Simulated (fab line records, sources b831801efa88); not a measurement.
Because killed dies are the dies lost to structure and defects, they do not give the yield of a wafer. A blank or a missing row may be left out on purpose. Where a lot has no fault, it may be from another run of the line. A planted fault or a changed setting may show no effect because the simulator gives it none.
fab line records    flow gf180mcu    part 1 of 2: steps 1 to 29 of 39
record: lots: 5  wafers: 15  lastDay: 34
route steps=602 shown V3@441 M4@456 V4@476
lots with no fault: from the same line, run without faults
startH: hours from the record's first day to the start of the lot's first wafer shown    waitH: hours from the lot's prior step to this one    " as in the row above    L1.1+2: a row that stands for several wafers    - no value, or no start was given    * or withheld: withheld    < > ~ a bound
route shown NAME@n: a module of which the file shows steps, and the number in the route of the first    usual: the fault-free wafers' mean and standard deviation    same: alike in all rows    chamber/n: place in a boat    sites: per-site readings    _std_site: their standard deviation    _edge_site: the outer-site mean with the inner-site mean subtracted    radiusMm: for every site, how far away it sits from the centre of the wafer    mask NAME#n: copy n    behind: tool/chamber where the wafer was last shaped    hold: reason for holding the lot/hours on hold/outcome of the hold    device: transistor that didn't switch, given as n, p or np    end of line: tests of these same wafers at the route's end    a step with no rows: only its recipe    killed: dies lost to structure and defects at the first sort, not the wafer's yield    map: shows each die of a wafer: x if killed, . if not, _ if none is there
set.NAME: the setting the step ran with; set.NAME@STEP: the setting that earlier step ran with    model.NAME: the simulator's own value behind a step, which no gauge read
lots at some steps of the route; a table a step, a row a wafer
services: the hour from which a tool's chamber was out of use, counted from the record's first day as startH (under 0 if before that day), plus the number of hours and why
== steps ==
step: GF_V3_PEB_12
recipe: pebTempC: 135  pebTimeS: 90  resist: KrF
lot.wafer   tool           chamber  startH  waitH
L077.3+4+5  lithoTrack-03  0        -       -
L082.1+3+6  lithoTrack-04  0        -       -
L087.1+2+5  lithoTrack-04  0        -       -
L094.1+2+4  lithoTrack-04  0        -       -
L097.2+3+4  lithoTrack-02  0        -       -
step: GF_V3_DEVELOP_13
recipe: developTimeS: 60  resist: KrF  devTempC: 20.24
lot.wafer   tool           chamber  startH  waitH
L077.3+4+5  lithoTrack-03  0        538.82  0.1
L082.1+3+6  lithoTrack-04  0        578.82  0.2
L087.1+2+5  lithoTrack-04  0        621.02  0.2
L094.1+2+4  lithoTrack-04  0        671.67  0.2
L097.2+3+4  lithoTrack-02  0        687.09  0.2
step: GF_V3_CD_MEAS_14
recipe: targetCdNm: 260
usual: cdNm: 259.7/1.3
lot.wafer  tool      chamber  startH  waitH  cdNm
L077.3     cdSem-02  -        538.96  0.1    259.2
L077.4     "         -        "       "      261.2
L077.5     "         -        "       "      259.4
L082.1     cdSem-01  -        578.97  0.1    258.7
L082.3     "         -        "       "      258.5
L082.6     "         -        "       "      258.9
L087.1     cdSem-02  -        621.17  0.1    258.5
L087.2     "         -        "       "      257.9
L087.5     "         -        "       "      259.3
L094.1     cdSem-02  -        671.82  0.1    259.0
L094.2     "         -        "       "      259.1
L094.4     "         -        "       "      260.6
L097.2     cdSem-02  -        687.23  0.1    258.0
L097.3     "         -        "       "      258.0
L097.4     "         -        "       "      259.8
step: GF_V3_OVL_MEAS_15
usual: V3_OVL: 4/5.5
lot.wafer  tool        chamber  startH  waitH  V3_OVL[nm]
L077.3     overlay-01  -        539.08  0.1    -4
L077.4     "           -        "       "      -5
L077.5     "           -        "       "      1
L082.1     overlay-01  -        579.09  0.1    -1
L082.3     "           -        "       "      -3
L082.6     "           -        "       "      1
L087.1     overlay-01  -        621.29  0.1    2
L087.2     "           -        "       "      6
L087.5     "           -        "       "      1
L094.1     overlay-01  -        671.95  0.1    6
L094.2     "           -        "       "      6
L094.4     "           -        "       "      9
L097.2     overlay-01  -        687.35  0.1    4
L097.3     "           -        "       "      4
L097.4     "           -        "       "      9
step: GF_V3_ETCH_16
recipe: chemistry: N2/H2  targetDepthA: withheld  overetchA: withheld  timeS: withheld  target: BARC  ionEnergyEv: 195  sourceW: 500  biasW: 100  pressureMtorr: 30  n2FlowSccm: 100  h2FlowSccm: 200
usual: drypumpMotorCurrentA: 5.6/0.49  oesProductAu: 0.854/0.0048  throttleValvePct: 13.224/0.009
lot.wafer  tool        chamber  startH  waitH  drypumpMotorCurrentA  oesProductAu  throttleValvePct
L077.3     rieDiel-01  3        539.10  0.0    6.0                   0.853         13.227
L077.4     "           0        "       "      5.4                   0.856         13.210
L077.5     "           1        "       "      5.2                   0.854         13.218
L082.1     rieDiel-01  3        579.13  0.0    6.1                   0.859         13.229
L082.3     "           1        "       "      5.1                   0.862         13.213
L082.6     "           1        "       "      5.1                   0.849         13.209
L087.1     rieDiel-01  1        621.33  0.0    5.2                   0.853         13.216
L087.2     "           3        "       "      6.0                   0.857         13.217
L087.5     "           0        "       "      5.4                   0.852         13.230
L094.1     rieDiel-01  0        671.98  0.0    5.4                   0.847         13.211
L094.2     "           2        "       "      5.9                   0.860         13.226
L094.4     "           1        "       "      5.1                   0.855         13.230
L097.2     rieDiel-04  1        687.38  0.0    4.7                   0.857         13.222
L097.3     "           2        "       "      6.6                   0.853         13.223
L097.4     "           3        "       "      5.3                   0.850         13.232
step: GF_V3_ETCH_17
recipe: chemistry: C4F8/O2/Ar  maskMaterial: KrF  target: SiO2  stopOn: TiN  sourceW: 1500  biasW: 1200  pressureMtorr: 40  c4f8FlowSccm: withheld  O2_flow_sccm: 6  Ar_flow_sccm: 300  timeS: withheld  targetDepthA: 6350
usual: oesProductAu: 0.856/0.0046
lot.wafer  tool        chamber  startH  waitH  oesProductAu
L077.3     rieDiel-01  3        -       -      0.858
L077.4     "           0        "       "      0.851
L077.5     "           1        "       "      0.862
L082.1     rieDiel-01  3        -       -      0.859
L082.3     "           1        "       "      0.855
L082.6     "           1        "       "      0.865
L087.1     rieDiel-01  1        -       -      0.862
L087.2     "           3        "       "      0.861
L087.5     "           0        "       "      0.859
L094.1     rieDiel-01  0        -       -      0.861
L094.2     "           2        "       "      0.855
L094.4     "           1        "       "      0.853
L097.2     rieDiel-04  1        -       -      0.854
L097.3     "           2        "       "      0.854
L097.4     "           3        "       "      0.857
step: GF_V3_STRIP_18
recipe: chemistry: O2/N2  powerW: 1400  pressureMtorr: 1500  platenTempC: 250  o2FlowSccm: 3000  n2FlowSccm: 300  overashFraction: 0.5
usual: drypumpMotorCurrentA: 5.4/0.57  heaterPowerW: 331/23  oesProductAu: 0.592/0.005
lot.wafer  tool            chamber  startH  waitH  drypumpMotorCurrentA  heaterPowerW  oesProductAu  rfHoursCounterH
L077.3     plasmaAsher-04  0        539.35  -      5.3                   330           0.590         -
L077.4     "               1        "       "      5.1                   336           0.593         -
L077.5     "               0        "       "      5.3                   337           0.590         -
L082.1     plasmaAsher-03  0        579.26  -      4.9                   307           0.597         10
L082.3     "               0        "       "      4.9                   310           0.590         -
L082.6     "               1        "       "      5.0                   307           0.589         -
L087.1     plasmaAsher-01  1        621.46  -      5.6                   378           0.597         104
L087.2     "               0        "       "      6.8                   321           0.591         104
L087.5     "               1        "       "      5.6                   377           0.597         -
L094.1     plasmaAsher-01  1        672.11  -      5.6                   376           0.590         109
L094.2     "               0        "       "      6.8                   327           0.599         109
L094.4     "               1        "       "      5.6                   356           0.600         -
L097.2     plasmaAsher-01  1        687.51  -      5.5                   380           0.595         111
L097.3     "               1        "       "      5.6                   375           0.580         -
L097.4     "               0        "       "      6.8                   326           0.586         -
step: GF_V3_STRIP_19
recipe: chemistry: postEtchResidueRemover  timeS: 1200  tempC: 72.5
lot.wafer   tool         chamber  startH  waitH
L077.3+4+5  wetBench-02  1        539.42  0.0
L082.1+3+6  wetBench-02  2        579.36  0.1
L087.1+2+5  wetBench-02  3        621.56  0.1
L094.1+2+4  wetBench-02  0        672.21  0.1
L097.2+3+4  wetBench-03  2        687.61  0.1
step: GF_V3_CLEAN_20
recipe: chemistry: DIW  dry: n2Spin
lot.wafer   tool         chamber  startH  waitH
L077.3+4+5  wetBench-03  3        539.79  0.0
L082.1+3+6  wetBench-03  3        579.73  0.0
L087.1+2+5  wetBench-02  3        621.90  0.0
L094.1+2+4  wetBench-04  0        672.55  0.0
L097.2+3+4  wetBench-02  0        687.95  0.0
step: GF_V3_SPUTTER_21
recipe: material: Ti  targetThkNm: 15  chamberPressurePa: 5  powerW: 2500  substrateTempC: 200  timeS: 80.02
usual: throttleValvePct: 30.2/0.86
lot.wafer  tool           chamber  startH  waitH  throttleValvePct
L077.3     pvdSputter-01  -        539.88  0.0    29.8
L077.4     "              -        "       "      30.6
L077.5     "              -        "       "      30.1
L082.1     pvdSputter-03  -        579.83  0.0    29.4
L082.3     "              -        "       "      31.2
L082.6     "              -        "       "      30.7
L087.1     pvdSputter-04  -        621.99  0.0    28.9
L087.2     "              -        "       "      31.4
L087.5     "              -        "       "      30.3
L094.1     pvdSputter-01  -        672.65  0.0    29.9
L094.2     "              -        "       "      29.5
L094.4     "              -        "       "      30.4
L097.2     pvdSputter-01  -        688.05  0.0    29.3
L097.3     "              -        "       "      29.7
L097.4     "              -        "       "      30.5
step: GF_V3_SPUTTER_22
recipe: material: TiN  targetThkNm: 10  chamberPressurePa: 5  powerW: 4000  timeS: 40
usual: throttleValvePct: 30.2/0.86
lot.wafer  tool           chamber  startH  waitH  throttleValvePct
L077.3     pvdSputter-01  -        539.94  0.0    30.1
L077.4     "              -        "       "      30.3
L077.5     "              -        "       "      30.2
L082.1     pvdSputter-03  -        579.89  0.0    29.3
L082.3     "              -        "       "      31.3
L082.6     "              -        "       "      31.0
L087.1     pvdSputter-04  -        622.05  0.0    28.8
L087.2     "              -        "       "      31.1
L087.5     "              -        "       "      30.1
L094.1     pvdSputter-01  -        672.72  0.0    29.9
L094.2     "              -        "       "      29.2
L094.4     "              -        "       "      30.5
L097.2     pvdSputter-01  -        688.11  0.0    29.4
L097.3     "              -        "       "      29.8
L097.4     "              -        "       "      30.4
step: GF_V3_CVD_23
recipe: material: W  targetThkNm: 350  timeS: 104.9  tempC: 400  pressureTorr: 40
usual: heaterPowerW: 957/50
lot.wafer  tool     chamber  startH  waitH  heaterPowerW
L077.3     cvdW-01  1        540.02  0.1    893
L077.4     "        0        "       "      956
L077.5     "        0        "       "      971
L082.1     cvdW-02  1        579.93  0.0    960
L082.3     "        0        "       "      1047
L082.6     "        1        "       "      963
L087.1     cvdW-01  0        622.09  0.0    967
L087.2     "        1        "       "      894
L087.5     "        1        "       "      895
L094.1     cvdW-01  0        672.75  0.0    964
L094.2     "        1        "       "      921
L094.4     "        1        "       "      916
L097.2     cvdW-01  0        688.15  0.0    964
L097.3     "        1        "       "      897
L097.4     "        0        "       "      949
step: GF_V3_RS_MEAS_24
recipe: thkMeasGauge: four-point-probe  reads: W_of_V3_CVD_23+TiN_of_V3_SPUTTER_22+Ti_of_V3_SPUTTER_21
usual: V3_W_RS: 0.328/0.0032
lot.wafer  tool          chamber  startH  waitH  V3_W_RS[ohm/sq]
L077.3     filmMetro-04  -        540.13  0.1    0.325
L077.4     "             -        "       "      0.327
L077.5     "             -        "       "      0.326
L082.1     filmMetro-03  -        580.04  0.1    0.327
L082.3     "             -        "       "      0.328
L082.6     "             -        "       "      0.328
L087.1     filmMetro-04  -        622.20  0.1    0.331
L087.2     "             -        "       "      0.330
L087.5     "             -        "       "      0.328
L094.1     filmMetro-01  -        672.87  0.1    0.327
L094.2     "             -        "       "      0.323
L094.4     "             -        "       "      0.327
L097.2     filmMetro-04  -        688.28  0.1    0.327
L097.3     "             -        "       "      0.325
L097.4     "             -        "       "      0.335
step: GF_V3_THK_MEAS_25
recipe: thkMeasGauge: xrf  reads: W_of_V3_CVD_23
usual: V3_W_THK: 347/5.1
lot.wafer  tool          chamber  startH  waitH  V3_W_THK[nm]
L077.3     filmMetro-04  -        540.23  0.1    349
L077.4     "             -        "       "      347
L077.5     "             -        "       "      347
L082.1     filmMetro-03  -        580.16  0.1    351
L082.3     "             -        "       "      350
L082.6     "             -        "       "      349
L087.1     filmMetro-04  -        622.32  0.1    344
L087.2     "             -        "       "      344
L087.5     "             -        "       "      347
L094.1     filmMetro-01  -        672.99  0.1    350
L094.2     "             -        "       "      356
L094.4     "             -        "       "      350
L097.2     filmMetro-04  -        688.39  0.1    344
L097.3     "             -        "       "      345
L097.4     "             -        "       "      335
step: GF_V3_CMP_26
recipe: stopOn: SiO2  downForcePsi: 3.5  platenRpm: 60  tOverpolishS: 15  targetThkNm: 0  padVelocityMS: 0.94248
usual: headPressurePsi: 3.499/0.0078  motorCurrentA: 10.2/1  overpolishRunS: 15.000/0.0096  timeToEndpointS: 84.9/2.7
same: tOverpolishS: 15
lot.wafer  tool    chamber  startH  waitH  headPressurePsi  motorCurrentA  overpolishRunS  timeToEndpointS
L077.3     cmp-02  3        540.27  0.0    3.509            8.4            15.007          85.7
L077.4     "       2        "       "      3.509            9.9            15.014          86.5
L077.5     "       3        "       "      3.506            8.6            15.011          89.0
L082.1     cmp-02  1        580.32  0.1    3.486            11.2           14.988          87.5
L082.3     "       2        "       "      3.503            8.8            15.010          88.5
L082.6     "       3        "       "      3.498            8.9            14.992          85.1
L087.1     cmp-01  0        622.43  0.1    3.489            10.9           14.999          86.5
L087.2     "       1        "       "      3.505            9.2            14.995          85.8
L087.5     "       0        "       "      3.487            10.7           14.989          86.9
L094.4     cmp-01  2        673.05  0.0    3.496            11.2           14.988          85.3
L094.1     "       3        "       "      3.487            11.1           15.027          80.4
L094.2     "       1        "       "      3.505            9.3            14.997          83.7
L097.2     cmp-01  0        688.44  0.0    3.499            10.5           15.012          87.2
L097.4     "       1        "       "      3.500            9.5            15.000          84.5
L097.3     "       3        "       "      3.494            11.2           14.999          86.1
step: GF_M4_SPUTTER_00
recipe: material: Ti  targetThkNm: 37.5  arrivingIonEnergyEv: 80  substrateTempC: 200  chamberPressurePa: 2  powerW: 4000  timeS: 150
usual: throttleValvePct: 30.1/0.74
lot.wafer  tool           chamber  startH  waitH  throttleValvePct
L077.3     pvdSputter-01  -        540.57  0.2    29.5
L077.4     "              -        "       "      30.4
L077.5     "              -        "       "      30.0
L082.1     pvdSputter-03  -        580.52  0.1    30.9
L082.3     "              -        "       "      31.7
L082.6     "              -        "       "      30.7
L087.1     pvdSputter-03  -        622.68  0.2    31.9
L087.2     "              -        "       "      31.2
L087.5     "              -        "       "      30.8
L094.1     pvdSputter-02  -        673.35  0.2    29.3
L094.2     "              -        "       "      30.7
L094.4     "              -        "       "      30.4
L097.2     pvdSputter-01  -        688.74  0.2    29.6
L097.3     "              -        "       "      29.9
L097.4     "              -        "       "      30.5
step: GF_M4_SPUTTER_01
recipe: material: TiN  targetThkNm: 30  powerW: 6500  timeS: 25  chamberPressurePa: 0.4
usual: throttleValvePct: 30.1/0.76
lot.wafer  tool           chamber  startH  waitH  throttleValvePct
L077.3     pvdSputter-01  -        540.67  0.1    29.7
L077.4     "              -        "       "      30.4
L077.5     "              -        "       "      29.7
L082.1     pvdSputter-03  -        580.62  0.1    30.9
L082.3     "              -        "       "      31.7
L082.6     "              -        "       "      30.9
L087.1     pvdSputter-03  -        622.80  0.1    31.6
L087.2     "              -        "       "      31.0
L087.5     "              -        "       "      30.8
L094.1     pvdSputter-02  -        673.45  0.1    29.3
L094.2     "              -        "       "      30.5
L094.4     "              -        "       "      30.4
L097.2     pvdSputter-01  -        688.84  0.1    29.5
L097.3     "              -        "       "      30.0
L097.4     "              -        "       "      30.4
step: GF_M4_SPUTTER_02
recipe: material: AlCu  targetThkNm: 450  powerW: 10600  timeS: 23.9  chamberPressurePa: 0.4
usual: throttleValvePct: 30.1/0.75
lot.wafer  tool           chamber  startH  waitH  throttleValvePct
L077.3     pvdSputter-01  -        540.70  0.0    29.5
L077.4     "              -        "       "      30.3
L077.5     "              -        "       "      30.1
L082.1     pvdSputter-03  -        580.66  0.0    30.9
L082.3     "              -        "       "      32.0
L082.6     "              -        "       "      30.9
L087.1     pvdSputter-03  -        622.83  0.0    31.6
L087.2     "              -        "       "      30.9
L087.5     "              -        "       "      30.9
L094.1     pvdSputter-02  -        673.48  0.0    29.0
L094.2     "              -        "       "      30.3
L094.4     "              -        "       "      30.2
L097.2     pvdSputter-01  -        688.87  0.0    29.5
L097.3     "              -        "       "      29.9
L097.4     "              -        "       "      30.9
step: GF_M4_SPUTTER_03
recipe: material: Ti  targetThkNm: 10  substrateTempC: 300  chamberPressurePa: 0.3  powerW: 3000  timeS: 6.7
usual: throttleValvePct: 30.1/0.76
lot.wafer  tool           chamber  startH  waitH  throttleValvePct
L077.3     pvdSputter-01  -        540.73  0.0    29.3
L077.4     "              -        "       "      30.4
L077.5     "              -        "       "      30.0
L082.1     pvdSputter-03  -        580.68  0.0    30.9
L082.3     "              -        "       "      32.0
L082.6     "              -        "       "      31.1
L087.1     pvdSputter-03  -        622.87  0.0    31.8
L087.2     "              -        "       "      30.8
L087.5     "              -        "       "      31.0
L094.1     pvdSputter-02  -        673.51  0.0    29.3
L094.2     "              -        "       "      30.5
L094.4     "              -        "       "      30.3
L097.2     pvdSputter-01  -        688.90  0.0    29.6
L097.3     "              -        "       "      29.8
L097.4     "              -        "       "      30.7
step: GF_M4_SPUTTER_04
recipe: material: TiN  targetThkNm: 50  powerW: 6500  timeS: 41.7  chamberPressurePa: 0.4
usual: throttleValvePct: 30.1/0.77
lot.wafer  tool           chamber  startH  waitH  throttleValvePct
L077.3     pvdSputter-01  -        540.75  0.0    29.4
L077.4     "              -        "       "      30.6
L077.5     "              -        "       "      29.8
L082.1     pvdSputter-03  -        580.71  0.0    31.0
L082.3     "              -        "       "      31.9
L082.6     "              -        "       "      31.0
L087.1     pvdSputter-03  -        622.89  0.0    31.8
L087.2     "              -        "       "      31.0
L087.5     "              -        "       "      30.9
L094.1     pvdSputter-02  -        673.53  0.0    29.4
L094.2     "              -        "       "      30.5
L094.4     "              -        "       "      29.9
L097.2     pvdSputter-01  -        688.92  0.0    29.4
L097.3     "              -        "       "      30.1
L097.4     "              -        "       "      30.4
step: GF_M4_RS_MEAS_05
recipe: thkMeasGauge: four-point-probe  reads: TiN_of_M4_SPUTTER_04+Ti_of_M4_SPUTTER_03+AlCu_of_M4_SPUTTER_02+TiN_of_M4_SPUTTER_01+Ti_of_M4_SPUTTER_00
usual: M4_ALCU_RS: 0.0695/0.00063
lot.wafer  tool          chamber  startH  waitH  M4_ALCU_RS[ohm/sq]
L077.3     filmMetro-01  -        540.83  0.1    0.0692
L077.4     "             -        "       "      0.0685
L077.5     "             -        "       "      0.0689
L082.1     filmMetro-01  -        580.75  0.0    0.0693
L082.3     "             -        "       "      0.0701
L082.6     "             -        "       "      0.0694
L087.1     filmMetro-03  -        622.93  0.0    0.0690
L087.2     "             -        "       "      0.0689
L087.5     "             -        "       "      0.0687
L094.1     filmMetro-02  -        673.57  0.0    0.0706
L094.2     "             -        "       "      0.0703
L094.4     "             -        "       "      0.0701
L097.2     filmMetro-02  -        688.98  0.0    0.0697
L097.3     "             -        "       "      0.0692
L097.4     "             -        "       "      0.0693
step: GF_M4_THK_MEAS_06
recipe: thkMeasGauge: xrf  reads: AlCu_of_M4_SPUTTER_02
usual: M4_ALCU_THK: 447/4.4
lot.wafer  tool          chamber  startH  waitH  M4_ALCU_THK[nm]
L077.3     filmMetro-01  -        540.93  0.1    446
L077.4     "             -        "       "      451
L077.5     "             -        "       "      453
L082.1     filmMetro-01  -        580.87  0.1    445
L082.3     "             -        "       "      438
L082.6     "             -        "       "      445
L087.1     filmMetro-03  -        623.05  0.1    448
L087.2     "             -        "       "      449
L087.5     "             -        "       "      452
L094.1     filmMetro-02  -        673.69  0.1    443
L094.2     "             -        "       "      444
L094.4     "             -        "       "      443
L097.2     filmMetro-02  -        689.09  0.1    449
L097.3     "             -        "       "      451
L097.4     "             -        "       "      451
step: GF_M4_DEHYDRATE_07
recipe: tempC: 200  timeS: 60
lot.wafer   tool           chamber  startH  waitH
L077.3+4+5  lithoTrack-01  0        551.04  10.1
L082.1+3+6  lithoTrack-02  0        591.27  10.4
L087.1+2+5  lithoTrack-03  0        631.72  8.7
L094.1+2+4  lithoTrack-02  0        682.71  9.0
L097.2+3+4  lithoTrack-02  0        697.44  8.3
step: GF_M4_HMDS_08
recipe: primeTimeS: 60  primeTempC: 120
lot.wafer   tool           chamber  startH  waitH
L077.3+4+5  lithoTrack-01  0        551.19  0.1
L082.1+3+6  lithoTrack-02  0        591.42  0.1
L087.1+2+5  lithoTrack-03  0        631.87  0.1
L094.1+2+4  lithoTrack-02  0        682.86  0.1
L097.2+3+4  lithoTrack-02  0        697.59  0.1
step: GF_M4_COAT_09
recipe: resist: KrF  spinRpm: withheld  resistThkNm: 1000
lot.wafer   tool           chamber  startH  waitH
L077.3+4+5  lithoTrack-01  0        551.34  0.1
L082.1+3+6  lithoTrack-02  0        591.57  0.1
L087.1+2+5  lithoTrack-03  0        632.02  0.1
L094.1+2+4  lithoTrack-02  0        683.01  0.1
L097.2+3+4  lithoTrack-02  0        697.74  0.1
step: GF_M4_SOFTBAKE_10
recipe: tempC: 130  timeS: 60  resist: KrF
lot.wafer   tool           chamber  startH  waitH
L077.3+4+5  lithoTrack-01  0        551.49  0.1
L082.1+3+6  lithoTrack-02  0        591.72  0.1
L087.1+2+5  lithoTrack-03  0        632.17  0.1
L094.1+2+4  lithoTrack-02  0        683.16  0.1
L097.2+3+4  lithoTrack-02  0        697.89  0.1
step: GF_M4_EXPOSE_11
recipe: maskId: Metal4  targetCdNm: 280  na: 0.68  sourceShape: conventional  sigmaOuter: 0.6  doseMj: 28
usual: reticleTempC: 22.99/0.094
lot.wafer  tool           chamber  startH  waitH  mask      reticleTempC
L077.3     krfScanner-02  0        -       -      Metal4#0  23.19
L077.4     "              0        "       "      Metal4#0  23.02
L077.5     "              0        "       "      Metal4#0  23.15
L082.1     krfScanner-02  0        -       -      Metal4#0  22.93
L082.3     "              0        "       "      Metal4#0  23.01
L082.6     "              0        "       "      Metal4#0  23.02
L087.1     krfScanner-01  0        -       -      Metal4#0  23.24
L087.2     "              0        "       "      Metal4#0  23.23
L087.5     "              0        "       "      Metal4#0  23.04
L094.1     krfScanner-02  0        -       -      Metal4#0  22.95
L094.2     "              0        "       "      Metal4#0  23.10
L094.4     "              0        "       "      Metal4#0  22.88
L097.2     krfScanner-02  0        -       -      Metal4#0  23.01
L097.3     "              0        "       "      Metal4#0  23.00
L097.4     "              0        "       "      Metal4#0  23.03
step: GF_M4_PEB_12
recipe: pebTempC: 135  pebTimeS: 90  resist: KrF
lot.wafer   tool           chamber  startH  waitH
L077.3+4+5  lithoTrack-03  0        -       -
L082.1+3+6  lithoTrack-02  0        -       -
L087.1+2+5  lithoTrack-01  0        -       -
L094.1+2+4  lithoTrack-01  0        -       -
L097.2+3+4  lithoTrack-03  0        -       -
step: GF_M4_DEVELOP_13
recipe: developTimeS: 60  devTempC: 21
lot.wafer   tool           chamber  startH  waitH
L077.3+4+5  lithoTrack-03  0        562.52  0.1
L082.1+3+6  lithoTrack-02  0        602.77  0.2
L087.1+2+5  lithoTrack-01  0        642.54  0.2
L094.1+2+4  lithoTrack-01  0        692.59  0.2
L097.2+3+4  lithoTrack-03  0        706.99  0.2
